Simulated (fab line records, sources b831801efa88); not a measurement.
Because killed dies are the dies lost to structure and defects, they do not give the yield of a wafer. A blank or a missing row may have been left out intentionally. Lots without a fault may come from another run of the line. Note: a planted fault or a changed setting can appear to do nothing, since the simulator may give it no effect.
8D (eight disciplines) problem report, filled in by code + flow sky130 + the parts of the form that need people (team, actions taken, sign-off) are left out

== 1. WHAT IS WRONG ==
At SKY_CONTACT_ETCH_18, rf-fwd-power-W averages 690.0 W over 3 wafers from 2 lots, while fault-free wafers read 594.2 W, standard deviation 2.3. Measured from the usual mean, that is +42 standard deviations.
The step: etches Si3N4 in CHF3/O2, stops on TiN, time 39 s, target depth 75 nm.
First seen on wafer L753.3, day 36 15:00, on rie-diel-02. At this step, 39 wafers from 13 lots have a number in the record. Rule for "out", or "out of limits": more than 4 standard deviations from the usual mean. Any other wafer with a number is counted as sound.

== 2. WHAT IT IS, AND WHAT IT ISN'T ==
| question                    | is                     | is not                                                                                       |
|-----------------------------|------------------------|----------------------------------------------------------------------------------------------|
| which readings at this step | rf-fwd-power-W         | drypump-motor-current-A, oes-product-au, throttle-valve-pct                                  |
| which lots                  | L753, L756             | L738, L739, L740, L741, L742, L743, L744, L758, L759, L760, L761                             |
| which wafers of those lots  | L753.3, L753.5, L756.2 | L753.6, L756.1, L756.3                                                                       |
| read on which tools         | rie-diel-02            | rie-diel-03, rie-diel-04                                                                     |
| when                        | from day 36 15:00      | up to then (22 sound wafers); but 14 sound wafers of L756, L758, L759, L760, L761 came after |

== 3. THE SUSPECTS, EACH WITH WHAT RULES IT OUT ==
Counting: if a tool at a process step up to the reading ran every lot that is out, it stays a suspect. Sound lots after the first of them don't rule it out here, since some wafers of a struck lot are sound.
- rie-diel-02 at SKY_CONTACT_ETCH_18 (etches Si3N4 in CHF3/O2, stops on TiN, time 39 s, target depth 75 nm): kept. It ran every lot that is out, first L753 (day 36 15:00); its last sound lot up to then is L742 (day 33 11:00). Its own rf-fwd-power-W readings are out on those wafers.
- rie-diel-02, SKY_CONTACT_ETCH_18: wafers that are out in chamber 0, sound lot-mates in chambers 1, 2, 3.
The count leaves rie-diel-02 at SKY_CONTACT_ETCH_18.

== 4. THE CAUSE (what the simulator had put in) ==
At SKY_CONTACT_ETCH_18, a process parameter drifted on rie-diel-02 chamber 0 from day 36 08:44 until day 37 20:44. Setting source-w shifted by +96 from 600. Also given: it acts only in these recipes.
After counting, this tool was the only one left.

== 5. SEQUENCE OF EFFECTS, ordered by route ==
Each row: a reading whose mean over the struck wafers that have a number lies more than 3 standard deviations from the usual. Readings are gone through only where the record gives a usual standard deviation; hours: the median, over the lots, of the time from a lot's start at the first step in this table giving one to that lot's start at this step; sigmas: the change measured in usual standard deviations.
| hours | step                | reading        | usual   | on struck wafers | change | sigmas |
|-------|---------------------|----------------|---------|------------------|--------|--------|
| 0     | SKY_CONTACT_ETCH_18 | rf-fwd-power-W | 594.2 W | 690.0            | +95.8  | +42    |
Here are the process steps it includes:
- SKY_CONTACT_ETCH_18: etches Si3N4 in CHF3/O2, stops on TiN, time 39 s, target depth 75 nm.

== 6. WHAT WOULD HAVE CAUGHT IT SOONER ==
6 hours passed between the start of the fault at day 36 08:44 and the first reading out of limits in this record, taken at day 36 15:00.
